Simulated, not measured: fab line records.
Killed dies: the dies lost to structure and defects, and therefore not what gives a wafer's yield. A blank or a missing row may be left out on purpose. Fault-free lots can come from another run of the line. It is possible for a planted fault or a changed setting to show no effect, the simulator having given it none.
Which tool did it? -- flow sky130 -- 13 lots, 39 wafers sampled, at 4 steps of a route of 708

WHAT THE GAUGES SHOWED, per wafer
SKY_METAL1_THK_MEAS_06: measures by xrf.
lot,measured,on,METAL1_ALCU_THK (nm)
L563,day 32 02:53,filmMetro-04,258.2 257.0 257.9
L564,day 32 04:04,filmMetro-04,254.8 256.6 256.2
L565,day 32 15:22,filmMetro-02,252.5 252.2 251.2
L566,day 33 09:55,filmMetro-01,257.3 250.0 252.5
L567,day 33 19:37,filmMetro-01,252.3 255.1 255.2
L569,day 33 19:56,filmMetro-02,249.0 250.4 248.4
L571,day 35 09:22,filmMetro-01,256.3 255.3 254.7
L575,day 36 07:23,filmMetro-01,253.7 254.9 256.0
L577,day 37 01:25,filmMetro-02,252.1 252.2 253.2
L580,day 37 11:10,filmMetro-01,249.5 250.6 255.2
L581,day 37 14:10,filmMetro-04,254.0 255.5 254.4
L582,day 38 03:05,filmMetro-01,258.9 255.2 257.8
L583,day 38 05:44,filmMetro-01,248.4 250.3 250.5

SKY_VIA1_THK_MEAS_23: measures by xrf.
lot,measured,on,VIA1_W_THK (nm)
L563,day 34 10:22,filmMetro-02,275 276 274
L564,day 34 11:47,filmMetro-03,272 273 272
L565,day 35 00:23,filmMetro-02,276 275 274
L566,day 35 17:31,filmMetro-02,278 277 276
L567,day 36 02:41,filmMetro-04,281 280 276
L569,day 36 02:43,filmMetro-03,275 280 278
L571,day 37 16:23,filmMetro-04,276 274 269
L575,day 38 14:51,filmMetro-03,279 279 273
L577,day 39 07:28,filmMetro-03,279 275 276
L580,day 39 16:41,filmMetro-04,273 270 270
L581,day 39 19:29,filmMetro-02,275 278 271
L582,day 40 08:40,filmMetro-04,270 273 272
L583,day 40 10:25,filmMetro-03,278 277 278

EACH LOT AND THE TOOL THAT RAN IT (in order: tool; ch and the chambers of the sampled wafers; start)
lot,SKY_VT_ADJUST_LVTN_EXPOSE_15,SKY_CONTACT_CMP_27
L563,"ilineStepper-02 ch 0, day 7 10:40","cmp-02 ch 1,2,3, day 32 02:19"
L564,"ilineStepper-02 ch 0, day 7 15:14","cmp-02 ch 0,2,3, day 32 03:30"
L565,"ilineStepper-02 ch 0, day 7 20:13","cmp-02 ch 0,2,3, day 32 14:54"
L566,"ilineStepper-02 ch 0, day 8 08:13","cmp-02 ch 1,2,3, day 33 09:28"
L567,"ilineStepper-01 ch 0, day 8 14:11","cmp-02 ch 1,2, day 33 19:04"
L569,"ilineStepper-01 ch 0, day 8 22:19","cmp-02 ch 0,1, day 33 19:22"
L571,"ilineStepper-01 ch 0, day 9 17:37","cmp-02 ch 0,1,2, day 35 08:48"
L575,"ilineStepper-02 ch 0, day 10 18:25","cmp-02 ch 1,2,3, day 36 06:52"
L577,"ilineStepper-02 ch 0, day 11 06:17","cmp-01 ch 0,2, day 37 00:55"
L580,"ilineStepper-01 ch 0, day 12 05:52","cmp-02 ch 0,2,3, day 37 10:35"
L581,"ilineStepper-01 ch 0, day 12 07:13","cmp-02 ch 2,3, day 37 13:36"
L582,"ilineStepper-01 ch 0, day 12 18:43","cmp-02 ch 2,3, day 38 02:33"
L583,"ilineStepper-01 ch 0, day 12 23:40","cmp-01 ch 0,2,3, day 38 05:09"
- SKY_VT_ADJUST_LVTN_EXPOSE_15: exposes mask HVN STD DERIVED, target cd 600 nm.
- SKY_CONTACT_CMP_27: polishes, stops on SiO2, t overpolish 15 s, target thk 0 nm.

AS READ BY THE TOOLS THEMSELVES (means over the sampled wafers that have a number; for cases with no such wafer, the mark the record gives instead)
SKY_VT_ADJUST_LVTN_EXPOSE_15.
lot,tool,exposureDoseMJCm2
L563,ilineStepper-02,163.04
L564,ilineStepper-02,163.15
L565,ilineStepper-02,163.02
L566,ilineStepper-02,162.91
L567,ilineStepper-01,163.02
L569,ilineStepper-01,163.11
L571,ilineStepper-01,163.02
L575,ilineStepper-02,154.79
L577,ilineStepper-02,154.93
L580,ilineStepper-01,163.00
L581,ilineStepper-01,162.80
L582,ilineStepper-01,163.04
L583,ilineStepper-01,162.80

SKY_CONTACT_CMP_27.
lot,tool,headPressurePsi (psi),motorCurrentA (A),overpolishRunS (s),timeToEndpointS (s)
L563,cmp-02,3.500,10.6,15.001,79.6
L564,cmp-02,3.503,10.9,15.006,84.0
L565,cmp-02,3.498,10.6,15.001,80.0
L566,cmp-02,3.503,10.2,15.003,82.0
L567,cmp-02,3.500,9.9,15.007,77.8
L569,cmp-02,3.495,11.2,15.003,81.9
L571,cmp-02,3.496,10.9,15.007,78.8
L575,cmp-02,3.498,10.3,14.996,79.8
L577,cmp-01,3.506,12.7,15.002,87.2
L580,cmp-02,3.497,10.6,15.000,78.1
L581,cmp-02,3.500,10.6,14.994,78.7
L582,cmp-02,3.491,9.9,14.997,79.5
L583,cmp-01,3.499,12.1,15.000,83.3

THE ANSWER, worked out from the rows above alone
Rule: the usual values come from the lots themselves. Put in order of their means at a reading, lots are off if they are a third of the lots or fewer, leave a main group of 4 or more, and stand apart from it by a gap of 3 or more times the standard deviation of the main group's means; of several such gaps the widest counts. A main group is skipped when, at the precision printed for the reading in the tables above, its means are all equal. Also off: a lot with no number at a reading for which 4 or more lots have one. Any other lot the step has rows for is counted as sound. After the gauges, taken in route order, come the tools' own readings; for these a lot's mean is taken, as printed above. At the first step where some lot is off, the reading lying furthest off is the one used; lots without a number count as furthest.
Off: L575, L577 (SKY_VT_ADJUST_LVTN_EXPOSE_15, exposureDoseMJCm2). The main group has a mean of 162.99 with a standard deviation of 0.11.
A tool fits if, at that step or a process step before it, it ran every lot that is off, and no sound lot after the first of them. One fits: ilineStepper-02 at SKY_VT_ADJUST_LVTN_EXPOSE_15. Its last sound lot is L566 (day 8 08:13), its first lot that is off L575 (day 10 18:25): a fault that began between those two fits.
The tool's own readings at SKY_VT_ADJUST_LVTN_EXPOSE_15 bear it out: on the lots that are off they differ by more than 5 times the standard deviation of the sound lots' means. exposureDoseMJCm2 reads 154.86 there against 162.99 on the sound lots.

WHAT THE SIMULATOR HAD PUT IN
Drift in process parameters on ilineStepper-02 at SKY_VT_ADJUST_LVTN_EXPOSE_15, starting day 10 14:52. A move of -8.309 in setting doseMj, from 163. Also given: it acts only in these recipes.
Shown lots that were struck: L575, L577. The same result came from the rule above.
